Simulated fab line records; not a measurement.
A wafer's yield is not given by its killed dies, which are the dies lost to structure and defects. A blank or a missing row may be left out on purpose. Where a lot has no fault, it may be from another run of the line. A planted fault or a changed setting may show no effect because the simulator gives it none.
Which tool was responsible? / flow sky130 / 12 lots, 36 wafers sampled, at 1 step of a route of 708

== WHAT THE GAUGES READ, wafer by wafer ==
SKY_FIELD_ISO_BOW_MEAS_00.
lot=L075; measured=day 1 15:01; on=film-metro-03; INCOMING_BOW (um)=6 -6 -7
lot=L077; measured=day 2 01:04; on=film-metro-02; INCOMING_BOW (um)=-8 -9 3
lot=L079; measured=day 2 11:00; on=film-metro-02; INCOMING_BOW (um)=-3 18 3
lot=L081; measured=day 2 21:01; on=film-metro-02; INCOMING_BOW (um)=0 3 0
lot=L083; measured=day 3 07:00; on=film-metro-02; INCOMING_BOW (um)=3 2 3
lot=L085; measured=day 3 17:04; on=film-metro-03; INCOMING_BOW (um)=-3 5 -4
lot=L087; measured=day 4 03:01; on=film-metro-03; INCOMING_BOW (um)=4 -12 -3
lot=L089; measured=day 4 13:00; on=film-metro-04; INCOMING_BOW (um)=4 10 -5
lot=L091; measured=day 4 23:00; on=film-metro-04; INCOMING_BOW (um)=-3 1 3
lot=L093; measured=day 5 09:01; on=film-metro-04; INCOMING_BOW (um)=-7 6 -1
lot=L095; measured=day 5 19:02; on=film-metro-04; INCOMING_BOW (um)=-9 -1 1
lot=L097; measured=day 6 05:00; on=film-metro-04; INCOMING_BOW (um)=-10 -3 -1

== WHAT TOOL EACH LOT RAN ON (gives the tool, then ch and the chambers of the sampled wafers, and finally the start) ==
Before these readings, the record contains no process step.

== THE ANSWER, worked out from the rows above alone ==
Rule: what is usual is taken from the lots themselves. The widest of any qualifying gaps counts: lots, ordered by their means at a reading, are off when they make up no more than a third of the lots, leave a main group of 4 or more, and stand apart from it by 3 or more times the standard deviation of that group's means. A main group whose means are all the same, to the digits that the tables above print for the reading, isn't used. Also off: a lot with no number at a reading for which 4 or more lots have one. The other lots that the step has rows for count as sound.
No lot is off at any reading shown: from this, nothing can be told.

== WHAT THE SIMULATOR PUT IN ==
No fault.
